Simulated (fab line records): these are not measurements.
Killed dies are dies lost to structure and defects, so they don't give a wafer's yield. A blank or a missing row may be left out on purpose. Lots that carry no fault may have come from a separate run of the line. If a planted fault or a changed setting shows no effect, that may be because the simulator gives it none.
8D (eight disciplines) problem report, filled in by code ; flow sky130 ; the parts of the form that need people (team, actions taken, sign-off) are left out

1. THE ISSUE
Mean VT_ADJUST_NCORE_TW at SKY_VT_ADJUST_NCORE_TW_MEAS_11: 29.6 over 6 wafers in 2 lots; fault-free wafers: 217.0, standard deviation 1.6. So: -99 or more standard deviations from the usual mean.
The first sign was on wafer L841.2 at day 13 14:16, on film_metro-03. At this step, 42 wafers from 14 lots have a number in the record. The rule behind "out" and "out of limits": a value lying over 4 standard deviations away from the usual mean. All remaining wafers that have a number are taken as sound.

2. WHAT IT IS AND WHAT IT IS NOT
question;is;is not
which readings at this step;VT_ADJUST_NCORE_TW;-
which lots;L841, L842;L824, L825, L826, L827, L828, L829, L831, L832, L844, L845, L846, L847
which wafers of those lots;all that have a number;-
read on which gauges;film_metro-03;film_metro-01
when;from day 13 14:16;"up to then (24 sound wafers); but 12 sound wafers of L844, L845, L846, L847 came after"

3. THE SUSPECTS, EACH WITH WHAT RULES IT OUT
Counting: a tool stays on the suspect list if, at a process step up to the reading, it processed all lots that are out and no sound lot following the first of them.
- the gauge at SKY_VT_ADJUST_NCORE_TW_MEAS_11: kept. All the wafers that are out were read on film_metro-03, and no step on other tools shows them out.
- implanter-03 at SKY_VT_ADJUST_NCORE_IMPLANT_09: ruled out as a lasting fault. Sound lots L845 ran on it after its first lot that is out, L841 (day 13 14:02).
The count leaves film_metro-03 at SKY_VT_ADJUST_NCORE_TW_MEAS_11.

4. THE CAUSE (what the simulator had put in)
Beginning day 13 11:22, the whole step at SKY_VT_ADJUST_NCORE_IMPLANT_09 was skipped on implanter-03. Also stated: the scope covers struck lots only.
Counting ruled it out, wrongly: the rule takes a fault to strike every lot that its tool runs from its start on, and this one did not.

5. THE EFFECT CHAIN, in route order
Each row: a reading whose mean over the struck wafers that have a number lies more than 3 standard deviations from the usual. Only readings whose record carries a usual standard deviation are examined. hours: median over the lots of the time between each lot's start at the first step of this table that gives one and its start at this step. sigmas: the change, counted in usual standard deviations.
hours;step;reading;usual;on struck wafers;change;sigmas
0;SKY_VT_ADJUST_NCORE_TW_MEAS_11;VT_ADJUST_NCORE_TW;217.0;29.6;-187.4;-99 or more
Readings that are blank on the struck wafers while sound wafers have them: beam_energy_keV at SKY_VT_ADJUST_NCORE_IMPLANT_09; beam_on_s at SKY_VT_ADJUST_NCORE_IMPLANT_09; faraday_current_uA at SKY_VT_ADJUST_NCORE_IMPLANT_09.

6. WHAT WOULD HAVE CAUGHT IT SOONER
3 hours passed between the start of the fault at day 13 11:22 and the first reading out of limits at a measuring or inspecting step in this record, taken at day 13 14:16.
At SKY_VT_ADJUST_NCORE_IMPLANT_09 the tool's readings are blank on the struck wafers, where sound wafers have them: an empty tool record is the first sign, and it was there at once.
